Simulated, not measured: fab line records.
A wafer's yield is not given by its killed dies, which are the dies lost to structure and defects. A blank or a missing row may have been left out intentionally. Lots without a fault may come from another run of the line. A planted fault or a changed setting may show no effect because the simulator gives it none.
One fault through the eyes of 2 desks | flow sky130 | what lay behind the numbers comes last; until then each desk has only its own

## METROLOGY DESK
Means of the sampled wafers that have a number, per lot and without regard to the tool the lot ran on: this is what the gauges read. Marked OUT: a lot whose mean sits more than 4 standard deviations from the usual mean, which makes it out of limits; the brackets give that distance.
Columns: A = LI_CONTACT_W_THK at SKY_LI_CONTACT_THK_MEAS_23, usual 388 nm
lot  | first seen here | A
L342 | day 29 06:14    | 396
L344 | day 31 09:47    | 388
L343 | day 31 10:37    | 389
L345 | day 31 10:57    | 391
L349 | day 32 03:37    | 387
L351 | day 32 09:09    | 379
L352 | day 32 19:03    | 378
L359 | day 35 06:09    | 387
L361 | day 35 17:22    | 389
L362 | day 35 19:14    | 390
L363 | day 36 07:03    | 393
Result from this desk: across the 11 lots, nothing is out of limits.

## THE TOOL OWNER'S DESK: rie-diel-01
The tool's own readings at SKY_LI_CONTACT_ETCH_14 (etches BARC in N2/H2, stops on SiO2, time 45.9 s, target depth 60 nm): means of the sampled wafers that have a number, for each lot that ran on this tool. Marked OUT: a lot whose mean sits more than 4 standard deviations from the usual mean, which makes it out of limits; the brackets give that distance.
Columns: A = drypump-motor-current-A at SKY_LI_CONTACT_ETCH_14, usual 5.9 A; B = n2-flow-sccm at SKY_LI_CONTACT_ETCH_14, usual 100.05 sccm; C = oes-product-au at SKY_LI_CONTACT_ETCH_14, usual 0.855 a.u.; D = run-length-s at SKY_LI_CONTACT_ETCH_14, usual 74.3 s; E = throttle-valve-pct at SKY_LI_CONTACT_ETCH_14, usual 13.224 %
lot  | first seen here | A   | B      | C               | D              | E
L342 | day 29 05:26    | 5.8 | 99.97  | 0.855           | 74.2           | 13.220
L344 | day 31 08:59    | 5.7 | 99.75  | 0.853           | 74.5           | 13.222
L345 | day 31 10:08    | 5.8 | 100.14 | 0.851           | 74.6           | 13.233
L349 | day 32 02:47    | 6.1 | 100.11 | 0.924 (+14) OUT | 54.4 (-34) OUT | 13.238
L351 | day 32 08:21    | 5.8 | 99.84  | 0.919 (+13) OUT | 55.0 (-33) OUT | 13.238
L352 | day 32 18:14    | 6.0 | 99.61  | 0.919 (+13) OUT | 54.0 (-34) OUT | 13.243
L361 | day 35 16:33    | 6.0 | 100.03 | 0.858           | 74.6           | 13.223
L362 | day 35 18:20    | 5.7 | 100.02 | 0.860           | 74.4           | 13.229
This desk finds L349, L351, L352 out of limits, L349 being first, at day 32 02:47 (oes-product-au at SKY_LI_CONTACT_ETCH_14). In limits: L342, L344, L345, L361, L362.

## PUT TOGETHER
The tool owner's desk had the chance to raise an alarm at day 32 02:47 on L349, L351, L352.
Metrology desk: nothing out of limits seen.
The metrology desk has L349, L351, L352 on record, within its limits.
SKY_LI_CONTACT_ETCH_14 was run on rie-diel-01 by each of the lots named.

## WHAT THE SIMULATOR HAD PUT IN
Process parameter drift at SKY_LI_CONTACT_ETCH_14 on rie-diel-01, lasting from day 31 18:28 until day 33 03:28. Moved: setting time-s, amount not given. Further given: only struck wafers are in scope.
Struck lots among those shown: L349, L351, L352.
Hours from the fault's start to each desk's first reading out of limits: the tool owner's desk, 8.
